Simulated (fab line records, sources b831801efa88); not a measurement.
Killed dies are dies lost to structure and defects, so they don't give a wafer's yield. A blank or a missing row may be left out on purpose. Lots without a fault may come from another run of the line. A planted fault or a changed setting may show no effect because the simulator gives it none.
One fault seen from 2 desks | flow sky130 | each desk has only its own numbers; what lay behind them comes last

THE TOOL OWNER'S DESK: cvd_w-02
The tool's own readings at SKY_LI_CONTACT_CVD_21 (deposits W, target thk 400 nm, time 120.56 s): means of the sampled wafers that have a number, for each lot that ran on this tool. A lot is out of limits, marked OUT, if its mean lies more than 4 standard deviations from the usual mean; the brackets give that distance.
Columns: A = heater_power_w at SKY_LI_CONTACT_CVD_21, usual 822 W; B = susceptor_temp_C at SKY_LI_CONTACT_CVD_21, usual 399.99 C
lot  | first seen here | A   | B
L315 | day 28 15:49    | 800 | 399.84
L319 | day 30 01:49    | 806 | 399.80
L320 | day 30 12:08    | 826 | 400.35
L323 | day 32 13:25    | 805 | 399.86
L331 | day 34 07:52    | 822 | 402.80 (+12) OUT
L333 | day 36 04:14    | 812 | 403.02 (+13) OUT
This desk's finding: out of limits on L331, L333; first on L331, day 34 07:52 (susceptor_temp_C at SKY_LI_CONTACT_CVD_21). In limits: L315, L319, L320, L323.

THE METROLOGY DESK
What the gauges read, lot by lot, whatever tool the lot ran on: means of the sampled wafers that have a number. A lot is out of limits, marked OUT, if its mean lies more than 4 standard deviations from the usual mean; the brackets give that distance.
Columns: A = LI_CONTACT_W_RS at SKY_LI_CONTACT_RS_MEAS_22, usual 0.283 ohm/sq; B = LI_CONTACT_W_THK at SKY_LI_CONTACT_THK_MEAS_23, usual 402 nm
lot  | first seen here | A     | B
L315 | day 28 15:56    | 0.290 | 393
L317 | day 29 18:23    | 0.282 | 402
L319 | day 30 01:56    | 0.288 | 396
L320 | day 30 12:16    | 0.285 | 399
L321 | day 32 11:59    | 0.281 | 400
L322 | day 32 12:24    | 0.281 | 402
L323 | day 32 13:32    | 0.286 | 393
L325 | day 32 14:14    | 0.280 | 410
L324 | day 32 16:00    | 0.281 | 402
L331 | day 34 08:01    | 0.272 | 417
L333 | day 36 04:23    | 0.274 | 418
L335 | day 36 08:26    | 0.281 | 407
L336 | day 36 10:17    | 0.277 | 414
L337 | day 36 12:14    | 0.279 | 404
This desk's finding: nothing out of limits on any of the 14 lots.

PUT TOGETHER
The tool owner's desk could have raised an alarm at day 34 07:52, on L331, L333.
The metrology desk saw nothing out of limits.
The metrology desk has L331, L333 on record, within its limits.
Of the lots named, all ran SKY_LI_CONTACT_CVD_21 on cvd_w-02.

WHAT THE SIMULATOR HAD PUT IN
Process parameter drift: cvd_w-02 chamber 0, from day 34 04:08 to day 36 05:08, at SKY_LI_CONTACT_CVD_21. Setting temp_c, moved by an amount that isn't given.
Lots struck among those shown: L331, L333.
Hours from the fault's start to each desk's first reading out of limits: the tool owner's desk, 4.
